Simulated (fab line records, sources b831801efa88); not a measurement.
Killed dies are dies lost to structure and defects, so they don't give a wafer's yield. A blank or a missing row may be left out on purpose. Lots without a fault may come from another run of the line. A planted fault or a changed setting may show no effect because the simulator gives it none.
Which tool did it? | flow gf180mcu | 11 lots, 33 wafers sampled, at 5 steps of a route of 602

WHAT THE GAUGES READ, wafer by wafer
GF_VT_IMPLANT_TW_MEAS_32.
lot  | measured     | on            | VT_IMPLANT_3_TW
L103 | day 7 21:54  | film_metro-01 | 267.5 266.9 267.6
L105 | day 8 01:28  | film_metro-02 | 271.3 270.5 272.2
L108 | day 9 01:37  | film_metro-01 | 267.1 266.0 267.8
L109 | day 9 08:52  | film_metro-03 | 29.6 29.6 29.8 29.8 29.7 29.7
L110 | day 9 16:10  | film_metro-02 | 30.2 30.2 30.5 30.3 30.1 30.4
L117 | day 11 07:19 | film_metro-02 | 273.7 270.6 271.9
L118 | day 11 18:05 | film_metro-01 | 269.0 268.3 270.3
L119 | day 11 23:05 | film_metro-01 | 268.1 267.9 268.6
L121 | day 12 10:44 | film_metro-01 | 266.7 266.3 266.5
L122 | day 12 16:40 | film_metro-03 | 268.3 268.5 269.2
L123 | day 13 02:33 | film_metro-03 | 268.5 267.9 267.3

GF_NSD_CD_MEAS_07: target cd 400 nm.
lot  | measured     | on        | cd_nm (nm)
L103 | day 14 19:49 | cd_sem-02 | 394.2 397.1 394.1
L105 | day 15 03:41 | cd_sem-01 | 399.5 398.7 398.5
L108 | day 16 13:17 | cd_sem-01 | 399.3 399.4 398.7
L117 | day 18 21:20 | cd_sem-01 | 401.3 402.7 402.9
L118 | day 19 10:28 | cd_sem-02 | 399.7 402.4 402.3
L119 | day 19 16:10 | cd_sem-01 | 403.1 404.5 404.3
L121 | day 20 08:21 | cd_sem-02 | 402.9 401.4 399.8
L122 | day 20 18:16 | cd_sem-02 | 398.2 399.8 399.7
L123 | day 21 05:46 | cd_sem-02 | 400.0 402.4 397.7

WHICH TOOL RAN EACH LOT (tool, then ch and the chambers of the sampled wafers, then the start)
lot  | GF_VT_IMPLANT_STRIP_20               | GF_VT_IMPLANT_STRIP_31               | GF_HV_LDD_STRIP_37
L103 | plasma_asher-01 ch 0,1, day 7 06:04  | plasma_asher-01 ch 0,1, day 7 21:48  | plasma_asher-01 ch 0,1, day 12 22:31
L105 | plasma_asher-04 ch 1, day 7 09:39    | plasma_asher-04 ch 0,1, day 8 01:22  | plasma_asher-03 ch 0,1, day 13 07:23
L108 | plasma_asher-04 ch 0,1, day 8 08:31  | plasma_asher-04 ch 0,1, day 9 01:30  | plasma_asher-03 ch 0,1, day 14 14:56
L109 | plasma_asher-02 ch 0, day 8 15:49    | plasma_asher-04 ch 0,1, day 9 08:46  | -
L110 | plasma_asher-01 ch 0,1, day 8 22:46  | plasma_asher-04 ch 0,1, day 9 16:04  | -
L117 | plasma_asher-01 ch 0,1, day 10 13:55 | plasma_asher-02 ch 0,1, day 11 07:12 | plasma_asher-01 ch 0,1, day 16 19:01
L118 | plasma_asher-04 ch 0,1, day 11 00:14 | plasma_asher-04 ch 0,1, day 11 17:59 | plasma_asher-03 ch 0,1, day 17 07:54
L119 | plasma_asher-01 ch 0,1, day 11 04:29 | plasma_asher-01 ch 0,1, day 11 22:59 | plasma_asher-03 ch 0,1, day 17 14:13
L121 | plasma_asher-02 ch 0,1, day 11 16:11 | plasma_asher-02 ch 0,1, day 12 10:38 | plasma_asher-01 ch 0,1, day 18 05:01
L122 | plasma_asher-04 ch 0,1, day 11 20:43 | plasma_asher-02 ch 0,1, day 12 16:34 | plasma_asher-02 ch 0,1, day 18 14:40
L123 | plasma_asher-02 ch 0,1, day 12 06:37 | plasma_asher-02 ch 0,1, day 13 02:27 | plasma_asher-01 ch 0,1, day 19 02:34
- GF_VT_IMPLANT_STRIP_20: strips in O2/N2.
- GF_VT_IMPLANT_STRIP_31: strips in O2/N2.
- GF_HV_LDD_STRIP_37: strips in O2/N2.

WHAT THE TOOLS THEMSELVES READ (means of the sampled wafers that have a number; where no wafer has one, the mark that the record gives instead)
GF_VT_IMPLANT_STRIP_20.
lot  | tool            | chamber_pressure_mTorr (mTorr) | drypump_motor_current_A (A) | heater_power_w (W) | oes_product_au (a.u.) | strip_time_to_endpoint_s (s)
L103 | plasma_asher-01 | 1501.1                         | 6.0                         | 312                | 0.712                 | 12.62
L105 | plasma_asher-04 | 1499.2                         | 4.9                         | 329                | 0.718                 | 12.63
L108 | plasma_asher-04 | 1499.1                         | 5.3                         | 375                | 0.715                 | 12.61
L109 | plasma_asher-02 | -                              | -                           | -                  | -                     | -
L110 | plasma_asher-01 | -                              | -                           | -                  | -                     | -
L117 | plasma_asher-01 | 1500.9                         | 6.0                         | 312                | 0.720                 | 12.60
L118 | plasma_asher-04 | 1500.9                         | 5.3                         | 371                | 0.712                 | 12.56
L119 | plasma_asher-01 | 1501.3                         | 5.9                         | 329                | 0.717                 | 12.62
L121 | plasma_asher-02 | 1498.9                         | 5.8                         | 321                | 0.719                 | 12.66
L122 | plasma_asher-04 | 1499.7                         | 5.1                         | 350                | 0.717                 | 12.67
L123 | plasma_asher-02 | 1498.8                         | 5.8                         | 322                | 0.717                 | 12.68

GF_VT_IMPLANT_STRIP_31.
lot  | tool            | chamber_pressure_mTorr (mTorr) | drypump_motor_current_A (A) | heater_power_w (W) | oes_product_au (a.u.) | strip_time_to_endpoint_s (s)
L103 | plasma_asher-01 | 1501.3                         | 6.0                         | 327                | 0.716                 | 12.65
L105 | plasma_asher-04 | 1499.6                         | 5.3                         | 367                | 0.720                 | 12.64
L108 | plasma_asher-04 | 1501.3                         | 5.1                         | 349                | 0.712                 | 12.64
L109 | plasma_asher-04 | 1500.4                         | 5.1                         | 346                | 0.717                 | 27.59
L110 | plasma_asher-04 | 1499.6                         | 5.1                         | 348                | 0.721                 | 27.76
L117 | plasma_asher-02 | 1500.5                         | 5.7                         | 323                | 0.717                 | 12.62
L118 | plasma_asher-04 | 1500.0                         | 5.3                         | 368                | 0.715                 | 12.62
L119 | plasma_asher-01 | 1499.0                         | 6.0                         | 308                | 0.721                 | 12.60
L121 | plasma_asher-02 | 1499.4                         | 5.7                         | 302                | 0.718                 | 12.59
L122 | plasma_asher-02 | 1500.3                         | 5.8                         | 325                | 0.718                 | 12.59
L123 | plasma_asher-02 | 1500.4                         | 5.7                         | 303                | 0.715                 | 12.61

GF_HV_LDD_STRIP_37.
lot  | tool            | chamber_pressure_mTorr (mTorr) | drypump_motor_current_A (A) | heater_power_w (W) | oes_product_au (a.u.) | strip_time_to_endpoint_s (s)
L103 | plasma_asher-01 | 1498.7                         | 5.9                         | 329                | 0.716                 | 12.63
L105 | plasma_asher-03 | 1499.2                         | 5.3                         | 356                | 0.716                 | 12.69
L108 | plasma_asher-03 | 1501.5                         | 5.1                         | 401                | 0.721                 | 12.55
L117 | plasma_asher-01 | 1500.2                         | 6.0                         | 312                | 0.718                 | 12.62
L118 | plasma_asher-03 | 1499.5                         | 5.2                         | 359                | 0.712                 | 12.63
L119 | plasma_asher-03 | 1501.1                         | 5.3                         | 361                | 0.716                 | 12.66
L121 | plasma_asher-01 | 1500.0                         | 5.9                         | 328                | 0.712                 | 12.62
L122 | plasma_asher-02 | 1499.3                         | 5.8                         | 323                | 0.716                 | 12.62
L123 | plasma_asher-01 | 1499.7                         | 6.0                         | 304                | 0.715                 | 12.66

THE ANSWER, worked out from the rows above alone
Rule: what is usual is taken from the lots themselves. Put in order of their means at a reading, lots are off if they are a third of the lots or fewer, leave a main group of 4 or more, and stand apart from it by a gap of 3 or more times the standard deviation of the main group's means; of several such gaps the widest counts. A main group whose means are all the same, to the digits that the tables above print for the reading, isn't used. A lot without any number at a reading at which 4 lots or more have one is off too. The other lots that the step has rows for count as sound. The gauges are gone through in route order, then the tools' own readings, and for those a lot's mean is taken as printed above. The first step at which some lot is off is used, and at that step the reading that is off furthest; a lot without a number counts as furthest.
Off: L109, L110, at GF_VT_IMPLANT_TW_MEAS_32 (VT_IMPLANT_3_TW). The main group: mean 268.7, standard deviation 1.8.
A tool fits if, at a process step before that reading, it ran every lot that is off, and no sound lot after the first of them. The gauges at GF_VT_IMPLANT_TW_MEAS_32 aren't tried: what is off there is off at GF_VT_IMPLANT_STRIP_20 too, on other tools, and a gauge's error can't cause that. None of those tried fits.

WHAT THE SIMULATOR HAD PUT IN
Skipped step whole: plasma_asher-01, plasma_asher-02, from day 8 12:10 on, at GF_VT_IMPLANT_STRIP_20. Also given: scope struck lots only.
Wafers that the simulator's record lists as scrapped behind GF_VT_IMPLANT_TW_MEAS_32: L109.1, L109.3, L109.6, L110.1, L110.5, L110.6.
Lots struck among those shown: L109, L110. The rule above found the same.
